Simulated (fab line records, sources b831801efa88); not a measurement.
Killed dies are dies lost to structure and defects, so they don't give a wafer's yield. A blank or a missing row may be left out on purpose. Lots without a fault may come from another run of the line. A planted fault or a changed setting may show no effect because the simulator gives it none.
Problem report in the 8D (eight disciplines) form, filled by code | flow sky130 | the parts of the form that need people (team, actions taken, sign-off) are left out

1. THE PROBLEM
FIELD_ISO_CVD_24_THK at SKY_FIELD_ISO_THK_MEAS_25 reads a mean of 708 nm on 3 wafers of 2 lots; wafers without a fault read 595 nm with a standard deviation of 5.7. That is +20 standard deviations from the usual mean.
First seen on wafer L402.4, day 4 22:24, on film_metro-02. The record holds 36 wafers of 12 lots with a number at this step. Rule for "out", or "out of limits": more than 4 standard deviations from the usual mean. The other wafers with a number count as sound.

2. WHAT IT IS AND WHAT IT IS NOT
question                    | is                           | is not
which readings at this step | FIELD_ISO_CVD_24_THK         | -
which lots                  | L402, L403                   | L391, L392, L394, L396, L404, L405, L406, L409, L412, L413
which wafers of those lots  | L402.4, L403.2, L403.4       | L402.3, L402.6, L403.3
read on which gauges        | film_metro-02, film_metro-04 | film_metro-01
when                        | from day 4 22:24             | up to then (14 sound wafers); but 19 sound wafers of L403, L404, L405, L406, L409, L412, L413 came after

3. SUSPECTS, AND WHAT RULES EACH OUT
Counting: a tool at a process step up to the reading stays a suspect if it ran every lot that is out. Sound lots after the first of them don't rule it out here, since some wafers of a struck lot are sound.
- the gauge at SKY_FIELD_ISO_THK_MEAS_25: ruled out. The wafers that are out were read on 2 gauges (film_metro-02, film_metro-04).
- hdpcvd-01 at SKY_FIELD_ISO_CVD_24 (deposits SiO2, target thk 595 nm, time 99.2 s): kept. It ran every lot that is out, first L402 (day 4 22:19); its last sound lot up to then is L394 (day 3 05:14).
Left after counting: hdpcvd-01 at SKY_FIELD_ISO_CVD_24.

4. THE CAUSE (what the simulator had put in)
Process parameter drift: hdpcvd-01, from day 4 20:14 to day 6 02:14, at SKY_FIELD_ISO_CVD_24. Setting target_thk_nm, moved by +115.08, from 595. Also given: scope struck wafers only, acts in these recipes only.
Counting left only this tool.

5. THE CHAIN OF EFFECTS, in route order
Each row: a reading whose mean over the struck wafers that have a number lies more than 3 standard deviations from the usual. Only readings for which the record gives a usual standard deviation are gone through. hours: the time from each lot's start at the first step in this table that gives one to its start at this step, as a median over the lots. sigmas: the change in usual standard deviations.
hours | step                      | reading              | usual  | on struck wafers | change | sigmas
0     | SKY_FIELD_ISO_THK_MEAS_25 | FIELD_ISO_CVD_24_THK | 595 nm | 708              | +113   | +20
2     | SKY_FIELD_ISO_CMP_27      | time_to_endpoint_s   | 111 s  | 130              | +19    | +5.4
The process steps in it:
- SKY_FIELD_ISO_CMP_27: polishes, stops on Si3N4, t overpolish 16 s, target thk 457.8 nm.
Later measuring or inspecting steps at which every struck wafer that the step has a row for has a number for every such reading, and none has moved that far: SKY_PWDE_OVL_MEAS_07, SKY_GATE_OXIDE_OVL_MEAS_10.

6. WHAT WOULD HAVE CAUGHT IT SOONER
In this record the first reading out of limits at a measuring or inspecting step was taken at day 4 22:24, 2 hours after the fault began at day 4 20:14.
Of the tool readings at SKY_FIELD_ISO_CVD_24 for which the record gives a usual standard deviation, none was out on any struck wafer, so an alarm limit of 4 standard deviations on them would not have fired.
Of the lots that are out (2), L403 began SKY_FIELD_ISO_CVD_24 on hdpcvd-01 after day 4 22:24. A hold on the tool at that time would have spared it.
